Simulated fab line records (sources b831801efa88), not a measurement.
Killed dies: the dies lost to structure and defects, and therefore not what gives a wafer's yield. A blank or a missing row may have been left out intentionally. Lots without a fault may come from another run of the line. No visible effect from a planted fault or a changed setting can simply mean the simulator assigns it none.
Which tool did it? | flow sky130 | 12 lots with 36 wafers sampled at 5 steps, on a route of 708 steps

== WHAT THE GAUGES READ, wafer by wafer ==
SKY_FIELD_ISO_THK_MEAS_04. Usual: FIELD_ISO_CVD_03_THK 164.8 nm, standard deviation 1.7.
lot  | measured    | on           | FIELD_ISO_CVD_03_THK (nm) | flag
L304 | day 1 18:31 | filmMetro-02 | 165.1 165.1 165.5         | 
L305 | day 2 00:11 | filmMetro-03 | 165.3 164.7 165.8         | 
L307 | day 2 10:29 | filmMetro-02 | 168.7 165.6 165.9         | 
L308 | day 2 15:46 | filmMetro-04 | 165.0 164.8 165.5         | 
L309 | day 2 22:47 | filmMetro-03 | 164.8 164.5 163.5         | 
L312 | day 3 12:14 | filmMetro-04 | 163.4 165.3 165.1         | 
L315 | day 4 03:13 | filmMetro-04 | 166.5 164.5 165.8         | 
L319 | day 4 21:29 | filmMetro-04 | 161.9 162.4 162.9         | 
L320 | day 5 02:29 | filmMetro-04 | 164.7 163.0 163.3         | 
L322 | day 6 16:19 | filmMetro-04 | 161.7 162.8 161.9         | 
L323 | day 6 16:19 | filmMetro-02 | 165.0 164.9 166.0         | 
L326 | day 6 16:20 | filmMetro-03 | 165.6 164.4 164.6         | 

SKY_NWELL_RS_MEAS_29: measures by four-point-probe. Usual: NWELL_RS 624.7 ohm/sq, standard deviation 1.6.
lot  | measured     | on           | NWELL_RS (ohm/sq)                   | flag
L304 | day 5 09:35  | filmMetro-01 | 627.0 626.5 629.1                   | 
L305 | day 5 19:16  | filmMetro-04 | 624.2 623.9 625.3                   | 
L307 | day 6 03:11  | filmMetro-04 | 604.0 600.9 603.3 603.9 603.1 603.3 | OFF
L308 | day 6 12:52  | filmMetro-03 | 625.8 623.2 623.8                   | 
L309 | day 6 20:20  | filmMetro-04 | 622.8 624.2 625.1                   | 
L312 | day 7 10:02  | filmMetro-01 | 606.0 606.5 606.4 606.5 608.3 606.7 | OFF
L315 | day 8 01:17  | filmMetro-03 | 605.8 605.2 606.8 605.8 603.8 605.8 | OFF
L319 | day 9 02:02  | filmMetro-04 | 623.7 622.6 623.5                   | 
L320 | day 9 11:20  | filmMetro-01 | 627.5 627.5 627.7                   | 
L322 | day 11 12:20 | filmMetro-03 | 624.9 623.5 625.1                   | 
L323 | day 11 12:40 | filmMetro-04 | 624.5 624.3 623.0                   | 
L326 | day 11 12:40 | filmMetro-01 | 624.2 624.6 625.9                   | 

== EACH LOT AND THE TOOL THAT RAN IT (in order: tool; ch and the chambers of the sampled wafers; start) ==
lot  | SKY_FIELD_ISO_ETCH_14            | SKY_NWELL_IMPLANT_13            | SKY_NWELL_RTA_28
L304 | rieDiel-03 ch 0,1,2, day 2 09:10 | implanter-03 ch 0, day 4 15:34  | rtpAnneal-02 ch 0, day 5 09:29
L305 | rieDiel-01 ch 0,3, day 2 15:06   | implanter-03 ch 0, day 5 00:49  | rtpAnneal-02 ch 0, day 5 19:09
L307 | rieDiel-04 ch 0,1,2, day 3 00:58 | implanter-02 ch 0, day 5 09:27  | rtpAnneal-02 ch 0, day 6 03:05
L308 | rieDiel-04 ch 1,2, day 3 07:41   | implanter-04 ch 0, day 5 19:33  | rtpAnneal-01 ch 0, day 6 12:46
L309 | rieDiel-01 ch 0,2,3, day 3 14:55 | implanter-03 ch 0, day 6 04:12  | rtpAnneal-01 ch 0, day 6 20:14
L312 | rieDiel-01 ch 1,2, day 4 04:44   | implanter-04 ch 0, day 6 14:36  | rtpAnneal-02 ch 0, day 7 09:56
L315 | rieDiel-04 ch 1,3, day 4 19:14   | implanter-04 ch 0, day 7 05:22  | rtpAnneal-01 ch 0, day 8 01:11
L319 | rieDiel-01 ch 2,3, day 5 15:29   | implanter-02 ch 0, day 8 04:48  | rtpAnneal-01 ch 0, day 9 01:56
L320 | rieDiel-03 ch 0,2,3, day 5 20:02 | implanter-04 ch 0, day 8 13:02  | rtpAnneal-02 ch 0, day 9 11:14
L322 | rieDiel-04 ch 2,3, day 7 12:07   | implanter-04 ch 0, day 10 13:16 | rtpAnneal-01 ch 0, day 11 12:13
L323 | rieDiel-01 ch 0,2,3, day 7 12:46 | implanter-02 ch 0, day 10 13:33 | rtpAnneal-02 ch 0, day 11 12:34
L326 | rieDiel-03 ch 0,1,3, day 7 13:16 | implanter-03 ch 0, day 10 13:57 | rtpAnneal-01 ch 0, day 11 12:34
- SKY_FIELD_ISO_ETCH_14: etches BARC in N2/H2, stops on SiO2, time 45.9 s, target depth 60 nm.
- SKY_NWELL_IMPLANT_13
- SKY_NWELL_RTA_28: time 30 s.

== WHAT THE TOOLS THEMSELVES READ (means of the sampled wafers that have a number; where no wafer has one, the mark that the record gives instead) ==
SKY_FIELD_ISO_ETCH_14. Usual: drypumpMotorCurrentA 5.5 A, standard deviation 0.44; h2FlowSccm 199.9 sccm, standard deviation 0.62; oesProductAu 0.854 a.u., standard deviation 0.005; throttleValvePct 13.225 %, standard deviation 0.0087.
lot  | tool       | drypumpMotorCurrentA (A) | h2FlowSccm (sccm) | oesProductAu (a.u.) | throttleValvePct (%) | flag
L304 | rieDiel-03 | 5.7                      | 199.7             | 0.851               | 13.220               | 
L305 | rieDiel-01 | 5.5                      | 199.7             | 0.855               | 13.231               | 
L307 | rieDiel-04 | 5.4                      | 200.6             | 0.854               | 13.228               | 
L308 | rieDiel-04 | 5.5                      | 200.0             | 0.858               | 13.221               | 
L309 | rieDiel-01 | 5.6                      | 199.9             | 0.856               | 13.220               | 
L312 | rieDiel-01 | 6.1                      | 199.4             | 0.856               | 13.223               | 
L315 | rieDiel-04 | 5.1                      | 199.7             | 0.855               | 13.227               | 
L319 | rieDiel-01 | 5.9                      | 200.9             | 0.859               | 13.234               | 
L320 | rieDiel-03 | 5.4                      | 200.0             | 0.856               | 13.217               | 
L322 | rieDiel-04 | 5.4                      | 200.4             | 0.860               | 13.233               | 
L323 | rieDiel-01 | 5.6                      | 200.1             | 0.853               | 13.220               | 
L326 | rieDiel-03 | 5.6                      | 199.8             | 0.855               | 13.225               | 

SKY_NWELL_IMPLANT_13. Usual: beamOnS reads 9.98 s (standard deviation 0.21).
lot  | tool         | beamOnS (s) | flag
L304 | implanter-03 | 9.94        | 
L305 | implanter-03 | 10.15       | 
L307 | implanter-02 | 10.01       | 
L308 | implanter-04 | 9.90        | 
L309 | implanter-03 | 10.06       | 
L312 | implanter-04 | 9.97        | 
L315 | implanter-04 | 9.94        | 
L319 | implanter-02 | 10.05       | 
L320 | implanter-04 | 10.24       | 
L322 | implanter-04 | 10.23       | 
L323 | implanter-02 | 9.77        | 
L326 | implanter-03 | 9.89        | 

SKY_NWELL_RTA_28. Usual: lampPowerPct 25.31 %, standard deviation 0.052; rampUpCPerS 150.00, standard deviation 0.028; wafer_temp_C_max 1054.9, standard deviation 0.87.
lot  | tool         | lampPowerPct (%) | rampUpCPerS | wafer_temp_C_max | flag
L304 | rtpAnneal-02 | 25.30            | 150.00      | 1054.7           | 
L305 | rtpAnneal-02 | 25.30            | 149.99      | 1055.1           | 
L307 | rtpAnneal-02 | 25.31            | 149.96      | 1055.6           | 
L308 | rtpAnneal-01 | 25.28            | 149.98      | 1055.3           | 
L309 | rtpAnneal-01 | 25.31            | 150.02      | 1055.6           | 
L312 | rtpAnneal-02 | 25.29            | 150.00      | 1054.0           | 
L315 | rtpAnneal-01 | 25.31            | 149.99      | 1055.7           | 
L319 | rtpAnneal-01 | 25.35            | 149.98      | 1054.7           | 
L320 | rtpAnneal-02 | 25.30            | 149.97      | 1054.7           | 
L322 | rtpAnneal-01 | 25.27            | 150.00      | 1054.4           | 
L323 | rtpAnneal-02 | 25.31            | 150.01      | 1055.0           | 
L326 | rtpAnneal-01 | 25.29            | 149.98      | 1055.1           | 

== THE ANSWER, worked out from the rows above alone ==
Rule: a lot is off if the mean of its wafers that have a number lies more than 3 standard deviations from the usual mean. Also off: a lot with no number at a reading for which 4 or more lots have one. Any other lot the step has rows for is counted as sound. After the gauges, taken in route order, come the tools' own readings; for these a lot's mean is taken, as printed above. The first step at which some lot is off is used, and at that step the reading that is off furthest; a lot without a number counts as furthest.
Off: L307, L312, L315, at SKY_NWELL_RS_MEAS_29 (NWELL_RS).
If a tool, at a process step before that reading, ran all the lots that are off and no sound lot after the first of them, it fits. The gauges at SKY_NWELL_RS_MEAS_29 are tried like those tools. Of those tried, none fits.

== WHAT HAD BEEN PUT IN BY THE SIMULATOR ==
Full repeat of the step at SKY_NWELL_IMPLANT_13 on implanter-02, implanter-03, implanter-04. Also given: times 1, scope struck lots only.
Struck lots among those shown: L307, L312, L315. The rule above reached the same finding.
